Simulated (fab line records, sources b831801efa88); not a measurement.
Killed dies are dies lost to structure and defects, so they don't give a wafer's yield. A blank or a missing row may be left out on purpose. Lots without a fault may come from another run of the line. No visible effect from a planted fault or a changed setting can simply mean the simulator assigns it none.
A struck lot beside a sound one || flow sky130 || 43 out of 708 route steps
Sound: these wafers, L353.1, L353.4, L353.5. Struck: wafer L364.6 (left out: L364.2, a lot-mate that was not struck); the cause follows at the end.
Per side, at each step with rows, come the tool, then ch with its chambers, and then its first start. Under that, the readings that differ: sound wafers || struck wafers || difference of the means || sigmas: that difference in standard deviations of wafers without a fault.
alike: words and numbers the same on both sides, and readings whose means are apart by under 2 such deviations; not compared: readings that were withheld, readings missing a value for some wafer, numbers with overlapping values and no deviation given by the record, and bounds like >300 which may hide the same value.
The two part at a step that has a row with sigmas, a row that says differs or no value, or rows on one side only. Numbers that don't overlap but have no deviation are shown without sigmas and don't part them. A reading that every wafer of one side lacks parts them only if that side has two wafers or more.

first, 2 steps without rows for these wafers: SKY_VIA3_ETCH_14 (etches BARC in N2/H2, stops on SiO2, time 45.9 s, target depth 60 nm); SKY_VIA3_ETCH_15 (etches SiO2 in C4F8/O2/Ar, stops on TiN, target depth 507 nm, time 78 s).
SKY_VIA3_STRIP_16: strips in O2/N2.
  sound on plasma_asher-04 ch 0,1, day 40 07:31; struck on plasma_asher-02 ch 1, day 43 14:24
  alike: chamber_pressure_mTorr, drypump_motor_current_A, oes_product_au, strip_time_to_endpoint_s
  not compared: rf_hours_counter_h
then, 3 steps without rows for these wafers: SKY_VIA3_STRIP_17 (strips in post etch residue remover, time 1200 s); SKY_VIA3_CLEAN_18 (cleans in IPA, time 180 s); SKY_VIA3_CLEAN_19 (cleans in O3/DIW).
SKY_VIA3_SPUTTER_20: material TiN, target thk 20 nm, time 80 s.
  struck on pvd_sputter-02, day 43 15:01; sound on pvd_sputter-02, day 40 08:07
  alike: chamber_pressure_pa, throttle_valve_pct
then, 1 step without rows for these wafers: SKY_VIA3_CVD_21 (deposits W, target thk 390 nm, time 117.31 s).
SKY_VIA3_RS_MEAS_22: measures by four-point-probe.
  struck on film_metro-02, day 43 15:14; sound on film_metro-03, day 40 08:17
  alike: VIA3_W_RS
SKY_VIA3_THK_MEAS_23: measures by xrf.
  struck on film_metro-02, day 43 15:20; sound on film_metro-03, day 40 08:25
  alike: VIA3_W_THK
then, 1 step without rows for these wafers: SKY_VIA3_CMP_24 (polishes, stops on SiO2, t overpolish 20 s, target thk 0 nm).
SKY_METAL4_SPUTTER_00: material Ti, target thk 15 nm, time 10 s.
  struck on pvd_sputter-01, day 43 15:43; sound on pvd_sputter-03, day 40 08:46
  alike: chamber_pressure_pa, throttle_valve_pct
SKY_METAL4_SPUTTER_01: material TiN, target thk 20 nm, time 16.7 s.
  struck on pvd_sputter-01, day 43 15:44; sound on pvd_sputter-03, day 40 08:48
{"reading": "model.TiN_of_METAL4_SPUTTER_01.thk_nm (nm)", "sound": "19.61 19.94 19.54", "struck": 19.36, "difference": -0.34, "sigmas": ""}
  alike: chamber_pressure_pa, throttle_valve_pct
SKY_METAL4_SPUTTER_02: material AlCu, target thk 735 nm, time 39.1 s.
  struck on pvd_sputter-01, day 43 15:46; sound on pvd_sputter-03, day 40 08:49
  alike: chamber_pressure_pa, throttle_valve_pct
then, 3 steps without rows for these wafers: SKY_METAL4_SPUTTER_03 (material Ti, target thk 5 nm, time 3.3 s); SKY_METAL4_SPUTTER_04 (material TiN, target thk 70 nm, time 58.3 s); SKY_CAP2M_CVD_00 (deposits SiO2, target thk 15.5 nm).
SKY_CAP2M_THK_MEAS_01:
  struck on film_metro-04, day 43 15:54; sound on film_metro-03, day 40 08:57
  alike: CAP2M_CVD_00_THK
SKY_CAP2M_SPUTTER_02: material TiN, target thk 200 nm, time 166.7 s.
  struck on pvd_sputter-02, day 43 15:57; sound on pvd_sputter-02, day 40 09:01
  alike: chamber_pressure_pa, throttle_valve_pct
SKY_CAP2M_RS_MEAS_03: measures by four-point-probe.
  struck on film_metro-03, day 43 16:05; sound on film_metro-03, day 40 09:07
  alike: CAP2M_TIN_RS
SKY_CAP2M_THK_MEAS_04: measures by xrf.
  struck on film_metro-03, day 43 16:13; sound on film_metro-03, day 40 09:14
  alike: CAP2M_TIN_THK
then, 7 steps without rows for these wafers: SKY_CAP2M_DEHYDRATE_05 (time 60 s); SKY_CAP2M_HMDS_06 (prime time 60 s); SKY_CAP2M_COAT_07 (resist thk 1140 nm); SKY_CAP2M_SOFTBAKE_08 (time 60 s); SKY_CAP2M_EXPOSE_09 (exposes mask CAP2M, target cd 1000 nm); SKY_CAP2M_PEB_10; SKY_CAP2M_DEVELOP_11 (develop time 60 s).
SKY_CAP2M_OVL_MEAS_12:
  struck on overlay-02, day 44 13:51; sound on overlay-01, day 41 09:33
  alike: CAP2M_OVL
then, 13 steps without rows for these wafers: SKY_CAP2M_METAL_ETCH_13 (etches TiN in Cl2/BCl3, stops on SiO2, target depth 220 nm, time 62.9 s); SKY_CAP2M_STRIP_14 (strips in O2/N2); SKY_CAP2M_STRIP_15 (strips in post etch residue remover, time 1200 s); SKY_CAP2M_CLEAN_16 (cleans in IPA, time 180 s); SKY_CAP2M_CLEAN_17 (cleans in O3/DIW); SKY_METAL4_DEHYDRATE_05 (time 60 s); SKY_METAL4_HMDS_06 (prime time 60 s); SKY_METAL4_COAT_07 (resist thk 60 nm); SKY_METAL4_COAT_08 (resist thk 1140 nm); SKY_METAL4_SOFTBAKE_09 (time 90 s); SKY_METAL4_EXPOSE_10 (exposes mask MM4, target cd 300 nm); SKY_METAL4_PEB_11; SKY_METAL4_DEVELOP_12 (develop time 60 s).
-- the record jumps here: 5 days lie between the struck wafers' starts before and after (it left off in module METAL4 and takes up again in module PAD_OPEN, whose first step shown is number 708 of the route) --
SKY_PAD_OPEN_PROBE_99:
  struck on prober-02, day 49 04:06; sound on prober-02, day 46 08:17
{"reading": "hold", "sound": "- - -", "struck": "await_dispo/1.6h/release", "difference": "no value on the sound wafers", "sigmas": ""}
{"reading": "defect_limited_yield (%)", "sound": "83.3 78.9 80.9", "struck": 85.2, "difference": "+4.2", "sigmas": "+2"}
{"reading": "killed_dies", "sound": "82 104 94", "struck": 73, "difference": -20, "sigmas": -2}
{"reading": "sort_bin_6_memory (%)", "sound": "5.9 8.9 8.3", "struck": 5.1, "difference": -2.6, "sigmas": -2}
{"reading": "sort_n_pass", "sound": "410 388 398", "struck": 419, "difference": "+20", "sigmas": "+2"}
{"reading": "sort_yield_pct (%)", "sound": "83.3 78.9 80.9", "struck": 85.2, "difference": "+4.2", "sigmas": "+2"}
  alike: killed_at_M0_to_M3, killed_at_M4_up, killed_at_contacts, killed_at_front_end, killed_at_other, killed_open, killed_short, sort_bin_3_pad_short, sort_bin_5_function

## WHERE THEY PART
At SKY_PAD_OPEN_PROBE_99 and nowhere else, as far as this record goes.

WHY: what had been put in by the simulator
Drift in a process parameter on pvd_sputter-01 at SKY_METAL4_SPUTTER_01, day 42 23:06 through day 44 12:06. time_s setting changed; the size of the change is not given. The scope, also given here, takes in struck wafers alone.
